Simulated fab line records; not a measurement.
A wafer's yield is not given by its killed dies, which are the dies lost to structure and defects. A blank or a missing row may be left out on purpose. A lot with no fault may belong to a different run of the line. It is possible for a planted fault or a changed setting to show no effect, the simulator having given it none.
A lot that was struck, set against a sound lot    flow sky130    22 out of 708 route steps
Sound: wafers L440.2, L440.5, L440.6. Wafers L445.2, L445.3, L445.6 were the ones struck. At the end, the cause is stated.
At each step with rows: each side's tool, then ch and its chambers, then its first start. Under that, the readings that differ: sound wafers    struck wafers    difference of the means    sigmas: that difference in standard deviations of wafers without a fault.
alike: readings whose means differ by less than 2 such deviations, and words and numbers that are the same on both sides. not compared: withheld readings, readings that some wafer has no value for, bounds like >300 that may hide the same value, and numbers for which the record gives no deviation and whose values overlap.
A row with sigmas, a row that says differs or no value, or rows on one side alone: a step with any of these is where the two part. Numbers that have no deviation but don't overlap get no sigmas and don't part them. Lack of a reading on every wafer of one side parts them only where that side has two or more wafers.

first, 5 steps without rows for these wafers: SKY_POLY_CUT_COAT_03 (resist thk 450 nm); SKY_POLY_CUT_SOFTBAKE_04 (time 90 s); SKY_POLY_CUT_EXPOSE_05 (exposes mask NPCM, target cd 270 nm); SKY_POLY_CUT_PEB_06; SKY_POLY_CUT_DEVELOP_07 (develop time 60 s).
SKY_POLY_CUT_CD_MEAS_08: the cd target is 270 nm.
  sound on cd-sem-02 at day 28 06:32; struck on cd-sem-02 at day 30 05:43
  alike: cd-nm
SKY_POLY_CUT_OVL_MEAS_09:
  sound on overlay-01 at day 28 06:38; struck on overlay-01 at day 30 05:50
  alike: POLY_CUT_OVL
SKY_POLY_CUT_ETCH_10: etches BARC in N2/H2, stops on SiO2, time 45.9 s, target depth 60 nm.
  sound on rie-diel-02 ch 0,1,3, day 28 06:40; struck on rie-diel-04 ch 0,1,2, day 30 05:52
  alike: drypump-motor-current-A, oes-product-au, throttle-valve-pct
  not compared: rf-hours-counter-h
SKY_POLY_CUT_ETCH_11: etches Si3N4 in CF4/CH2F2/Ar, stops on poly-Si, time 42.5 s, target depth 60 nm.
  sound on rie-diel-02 ch 0,1,3, day 28 06:42; struck on rie-diel-04 ch 0,1,2, day 30 05:54
  alike: cf4-flow-sccm, drypump-motor-current-A, mfc-ar-sccm, oes-product-au, throttle-valve-pct
  not compared: rf-hours-counter-h
SKY_POLY_CUT_STRIP_12: strips in O2/N2.
  sound on plasma-asher-04 ch 0,1, day 28 06:44; struck on plasma-asher-01 ch 0,1, day 30 05:56
  alike: drypump-motor-current-A, oes-product-au, strip-time-to-endpoint-s
  not compared: rf-hours-counter-h
then, 2 steps without rows for these wafers: SKY_SD_P_DEHYDRATE_00 (time 60 s); SKY_SD_P_HMDS_01 (prime time 60 s).
SKY_SD_P_COAT_02: resist thk 1140 nm.
  sound on litho-track-04 ch 0, day 28 20:47; struck on litho-track-04 ch 0, day 30 19:29
reading                                    sound           struck             difference  sigmas
model.NOVOLAK_of_SD_P_COAT_02.thk-nm (nm)  1140 1140 1140  529.3 527.7 529.3  -611.2      
  alike: chill-plate-temp-C, exhaust-pa, resist-line-temp-C
then, 3 steps without rows for these wafers: SKY_SD_P_SOFTBAKE_03 (time 60 s); SKY_SD_P_EXPOSE_04 (exposes mask PSDM, target cd 380 nm); SKY_SD_P_PEB_05.
SKY_SD_P_DEVELOP_06: develop time 60 s.
  sound on litho-track-02 ch 0, day 29 09:53; struck on litho-track-03 ch 0, day 31 09:10
reading                                    sound            struck             difference  sigmas
model.NOVOLAK_of_SD_P_COAT_02.thk-nm (nm)  1140 1139 1140   528.9 527.2 528.9  -611.3      
model.SD_P.cd-nm (nm)                      380.8 380 380.2  459.6 462.7 458.8  +80.0       
  alike: chill-plate-temp-C, exhaust-pa, resist-line-temp-C
SKY_SD_P_CD_MEAS_07: the cd target is 380 nm.
  sound on cd-sem-01 at day 29 10:01; struck on cd-sem-02 at day 31 09:19
reading     sound              struck             difference  sigmas
cd-nm (nm)  380.7 379.8 380.5  459.5 462.6 459.3  +80.1       +36
SKY_SD_P_OVL_MEAS_08:
  sound on overlay-02 at day 29 10:08; struck on overlay-01 at day 31 09:25
  alike: SD_P_OVL
then, 1 step without rows for these wafers: SKY_SD_P_IMPLANT_09.
SKY_SD_P_STRIP_10: strips in O2/N2.
  sound on plasma-asher-03 ch 0,1, day 29 10:19; struck on plasma-asher-02 ch 0,1, day 31 09:35
reading                       sound              struck             difference  sigmas
drypump-motor-current-A (A)   6.0 6.0 5.8        5.0 5.0 4.9        -1.0        -2
oes-product-au (a.u.)         0.625 0.618 0.609  0.513 0.523 0.518  -0.099      -23
strip-time-to-endpoint-s (s)  17.51 17.50 17.50  10.48 10.44 10.46  -7.04       -99 or more
  not compared: rf-hours-counter-h
SKY_SD_P_TW_MEAS_11:
  sound on film-metro-01 at day 29 10:25; struck on film-metro-04 at day 31 09:42
  alike: SD_P_TW

== WHERE THEY PART ==
Last at SKY_SD_P_STRIP_10 as far as this record goes, first at SKY_SD_P_CD_MEAS_07. Later steps at which nothing parts them and some readings are alike: SKY_SD_P_TW_MEAS_11.

WHY: what had been put in by the simulator
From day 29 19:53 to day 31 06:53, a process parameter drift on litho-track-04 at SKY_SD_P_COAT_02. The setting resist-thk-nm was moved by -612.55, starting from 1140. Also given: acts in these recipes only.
